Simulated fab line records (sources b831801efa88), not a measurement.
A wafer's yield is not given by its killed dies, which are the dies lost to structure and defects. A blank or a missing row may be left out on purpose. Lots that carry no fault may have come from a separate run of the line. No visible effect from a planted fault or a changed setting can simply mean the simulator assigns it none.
Shared-tool check -- flow gf180mcu -- Sample size 12 lots and 36 wafers

## WHAT PROMPTED THE OPENING
2 of 12 lots carry a flag on the reading DUAL_GATE_OXIDATION_00_THK at GF_DUAL_GATE_THK_MEAS_03. Wafers without a fault read 10.95 nm, standard deviation 0.2.
Rule: a lot gets a flag if all its wafers with a number sit over 4 standard deviations from that mean, or if no wafer of it has a number. All remaining lots are regarded as sound.

lot,measured,on,"DUAL_GATE_OXIDATION_00_THK (nm), wafer by wafer",flag
L259,day 7 16:58,film-metro-04,10.96 10.91 10.98,
L261,day 8 05:26,film-metro-01,10.72 10.63 10.62,
L265,day 9 06:23,film-metro-03,10.95 10.90 10.99,
L268,day 10 03:31,film-metro-01,10.98 10.84 10.82,
L269,day 10 13:44,film-metro-03,11.01 10.94 11.25,
L270,day 10 19:38,film-metro-03,11.25 11.21 11.19,
L271,day 10 22:26,film-metro-04,12.99 12.97 12.80,FLAGGED
L272,day 11 03:28,film-metro-04,12.80 12.82 12.92,FLAGGED
L273,day 11 13:57,film-metro-04,11.01 11.15 10.98,
L275,day 12 06:55,film-metro-04,10.54 10.42 10.65,
L281,day 14 06:52,film-metro-04,10.85 10.90 11.08,
L282,day 14 06:54,film-metro-01,11.05 10.78 10.85,
The numbers of the flagged lots are 12.88 nm on average: +1.93 nm against the usual, or +10 standard deviations.

## WHICH TOOL EACH LOT WENT THROUGH
3 process steps preceding the reading are held in the record, out of 602 steps in the route. Each cell gives the tool, then ch followed by the chambers the sampled wafers passed through, then the start.
lot,flag,GF_VT_IMPLANT_STRIP_09,GF_VT_IMPLANT_RTA_45,GF_DUAL_GATE_OXIDATION_02
L259,,"plasma-asher-01 ch 0,1, day 5 17:53","rtp-anneal-02 ch 0, day 7 14:28","furnace-01 ch 0, day 7 15:30"
L261,,"plasma-asher-02 ch 0,1, day 6 06:06","rtp-anneal-01 ch 0, day 8 03:13","furnace-02 ch 0, day 8 03:58"
L265,,"plasma-asher-01 ch 0,1, day 7 02:11","rtp-anneal-01 ch 0, day 9 04:11","furnace-02 ch 0, day 9 04:56"
L268,,"plasma-asher-04 ch 0,1, day 7 20:05","rtp-anneal-02 ch 0, day 9 23:59","furnace-02 ch 0, day 10 02:04"
L269,,"plasma-asher-04 ch 0,1, day 8 03:47","rtp-anneal-01 ch 0, day 10 09:38","furnace-02 ch 0, day 10 12:17"
L270,,"plasma-asher-04 ch 0,1, day 8 10:39","rtp-anneal-02 ch 0, day 10 16:40","furnace-01 ch 0, day 10 18:11"
L271,FLAGGED,"plasma-asher-02 ch 0,1, day 8 13:38","rtp-anneal-02 ch 0, day 10 19:19","furnace-02 ch 0, day 10 20:58"
L272,FLAGGED,"plasma-asher-04 ch 0,1, day 8 19:33","rtp-anneal-02 ch 0, day 11 01:15","furnace-02 ch 0, day 11 02:01"
L273,,"plasma-asher-01 ch 0,1, day 9 04:33","rtp-anneal-02 ch 0, day 11 11:44","furnace-01 ch 0, day 11 12:31"
L275,,"plasma-asher-04 ch 0,1, day 9 20:50","rtp-anneal-02 ch 0, day 12 04:43","furnace-01 ch 0, day 12 05:28"
L281,,"plasma-asher-02 ch 0,1, day 11 14:41","rtp-anneal-01 ch 0, day 14 04:05","furnace-01 ch 0, day 14 05:25"
L282,,"plasma-asher-02 ch 0,1, day 11 15:26","rtp-anneal-02 ch 0, day 14 04:31","furnace-01 ch 0, day 14 05:25"
What these steps do:
- GF_VT_IMPLANT_STRIP_09: strips in O2/N2.
- GF_VT_IMPLANT_RTA_45: time 30 s.
- GF_DUAL_GATE_OXIDATION_02: stabilise 600 s, purge 300 s, target thk 10.887 nm.
- GF_DUAL_GATE_THK_MEAS_03

## FLAGGED AGAINST TOTAL, ONE TOOL AT A TIME (gauges that did the reading follow at the end)
step,tool,lots run,flagged,share of the flagged lots,sound lots run after its first flagged lot
GF_VT_IMPLANT_STRIP_09,plasma-asher-01,3,0,none,-
GF_VT_IMPLANT_STRIP_09,plasma-asher-02,4,1,some,"2 (L281,L282)"
GF_VT_IMPLANT_STRIP_09,plasma-asher-04,5,1,some,1 (L275)
GF_VT_IMPLANT_RTA_45,rtp-anneal-01,4,0,none,-
GF_VT_IMPLANT_RTA_45,rtp-anneal-02,8,2,all,"3 (L273,L275,L282)"
GF_DUAL_GATE_OXIDATION_02,furnace-01,6,0,none,-
GF_DUAL_GATE_OXIDATION_02,furnace-02,6,2,all,0
GF_DUAL_GATE_THK_MEAS_03,film-metro-01,3,0,none,-
GF_DUAL_GATE_THK_MEAS_03,film-metro-03,3,0,none,-
GF_DUAL_GATE_THK_MEAS_03,film-metro-04,6,2,all,"3 (L273,L275,L281)"

## WHAT THE TABLE PERMITS
3 rows of the table ran every flagged lot: rtp-anneal-02 at GF_VT_IMPLANT_RTA_45, furnace-02 at GF_DUAL_GATE_OXIDATION_02, film-metro-04 at GF_DUAL_GATE_THK_MEAS_03.
- rtp-anneal-02 at GF_VT_IMPLANT_RTA_45 ran 8 lots, 2 of them flagged. After the first flagged lot (L273, L275, L282), sound lots still ran on it; a lasting fault on the whole tool would not permit that.
- furnace-02 at GF_DUAL_GATE_OXIDATION_02 ran 6 lots, 2 of them flagged. A fault beginning between L269 (day 10 12:17), its last sound lot, and L271 (day 10 20:58), its first flagged one, fits the data. Its own readings lie more than 4 standard deviations out on every wafer of the flagged lots: spike-tc-bottom-C, spike-tc-centre-C, spike-tc-lower-C, spike-tc-top-C, spike-tc-upper-C.
- film-metro-04 at GF_DUAL_GATE_THK_MEAS_03 ran 6 lots, 2 of them flagged. After the first flagged lot (L273, L275, L281), sound lots still ran on it; a lasting fault on the whole tool would not permit that.
Just one tool remains: furnace-02 at GF_DUAL_GATE_OXIDATION_02.

## WHAT HAD BEEN PUT IN BY THE SIMULATOR
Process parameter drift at GF_DUAL_GATE_OXIDATION_02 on furnace-02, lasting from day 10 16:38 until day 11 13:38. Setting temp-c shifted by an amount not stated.
Lots struck among those shown: L271, L272. The same result came from the rule above.
